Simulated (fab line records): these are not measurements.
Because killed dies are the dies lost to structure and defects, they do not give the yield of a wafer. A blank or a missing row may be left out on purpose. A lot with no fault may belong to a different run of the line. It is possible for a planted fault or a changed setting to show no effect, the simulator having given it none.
Which tool did it?    flow gf180mcu    13 lots with 38 wafers sampled at 3 steps, on a route of 602 steps

WHAT THE GAUGES READ, wafer by wafer
GF_V2_RS_MEAS_24: uses a four-point probe to measure.
lot   measured      on             V2_W_RS (ohm/sq)
L250  day 20 09:10  film metro-01  0.319 0.329 0.322
L251  day 20 22:05  film metro-01  0.319 0.323 0.331
L253  day 21 21:08  film metro-03  0.328 0.318 0.316
L254  day 22 03:33  film metro-01  0.327 0.323 0.336
L255  day 22 16:59  film metro-03  0.323 0.324 0.332
L256  day 23 13:41  film metro-03  0.330 0.322 0.329
L257  day 23 15:52  film metro-04  0.322 0.320 0.323
L260  day 24 15:59  film metro-04  0.327 0.318
L267  day 26 12:26  film metro-04  0.321 0.333 0.334
L269  day 27 00:10  film metro-03  0.331 0.335 0.330
L270  day 27 09:44  film metro-03  0.329 0.332 0.334
L271  day 27 18:02  film metro-03  0.325 0.324 0.327
L273  day 28 03:31  film metro-01  0.331 0.322 0.331

GF_M3_THK_MEAS_06: measures by xrf.
lot   measured      on             M3_ALCU_THK (nm)
L250  day 20 09:58  film metro-02  443 443 442
L251  day 20 22:54  film metro-03  458 458 456
L253  day 21 22:10  film metro-04  445 453 444
L254  day 22 04:22  film metro-02  448 450 454
L255  day 22 17:48  film metro-03  453 446 451
L256  day 23 14:30  film metro-02  441 451 451
L257  day 23 16:41  film metro-04  449 449 450
L260  day 24 16:47  film metro-02  448 442
L267  day 26 13:15  film metro-04  449 449 451
L269  day 27 00:59  film metro-03  449 453 450
L270  day 27 10:33  film metro-03  444 445 438
L271  day 27 18:52  film metro-02  445 440 447
L273  day 28 04:20  film metro-04  457 462 454

TOOL THAT RAN EACH LOT (tool first, then ch and the chambers of the sampled wafers, then the start)
lot   GF_V2_ETCH_17
L250  rie diel-03 ch 0,1,2, day 20 09:10 or earlier
L251  rie diel-01 ch 0,1,2, day 20 22:05 or earlier
L253  rie diel-01 ch 1,2,3, day 21 21:08 or earlier
L254  rie diel-03 ch 0,1,2, day 22 03:33 or earlier
L255  rie diel-02 ch 0,2,3, day 22 16:59 or earlier
L256  rie diel-02 ch 1,2,3, day 23 13:41 or earlier
L257  rie diel-03 ch 1,2, day 23 15:52 or earlier
L260  rie diel-03 ch 0,3, day 24 15:59 or earlier
L267  rie diel-01 ch 0,2,3, day 26 12:26 or earlier
L269  rie diel-03 ch 0,1, day 27 00:10 or earlier
L270  rie diel-01 ch 1,2, day 27 09:44 or earlier
L271  rie diel-02 ch 1,2,3, day 27 18:02 or earlier
L273  rie diel-03 ch 0,3, day 28 03:31 or earlier
- GF_V2_ETCH_17: etches SiO2 in C4F8/O2/Ar, stops on TiN, target depth 630 nm.

WHAT THE TOOLS THEMSELVES READ (means of the sampled wafers that have a number; where no wafer has one, the mark that the record gives instead)
GF_V2_ETCH_17.
lot   tool         bias w (W)  oes product au (a.u.)
L250  rie diel-03  1199        0.857
L251  rie diel-01  1197        0.853
L253  rie diel-01  1197        0.854
L254  rie diel-03  1203        0.855
L255  rie diel-02  1197        0.856
L256  rie diel-02  1201        0.852
L257  rie diel-03  1199        0.856
L260  rie diel-03  1203        0.861
L267  rie diel-01  1200        0.858
L269  rie diel-03  1197        0.858
L270  rie diel-01  1200        0.853
L271  rie diel-02  1198        0.856
L273  rie diel-03  1202        0.854

THE ANSWER, worked out from the rows above alone
Rule: usual is defined by the lots themselves. Put in order of their means at a reading, lots are off if they are a third of the lots or fewer, leave a main group of 4 or more, and stand apart from it by a gap of 3 or more times the standard deviation of the main group's means; of several such gaps the widest counts. A main group is skipped when, at the precision printed for the reading in the tables above, its means are all equal. Also off: a lot with no number at a reading for which 4 or more lots have one. All remaining lots with rows at the step are treated as sound. The gauges are gone through in route order, then the tools' own readings, and for those a lot's mean is taken as printed above. At the first step where some lot is off, the reading lying furthest off is the one used; lots without a number count as furthest.
None of the lots is off at any reading shown; this tells nothing.

WHAT THE SIMULATOR PUT IN
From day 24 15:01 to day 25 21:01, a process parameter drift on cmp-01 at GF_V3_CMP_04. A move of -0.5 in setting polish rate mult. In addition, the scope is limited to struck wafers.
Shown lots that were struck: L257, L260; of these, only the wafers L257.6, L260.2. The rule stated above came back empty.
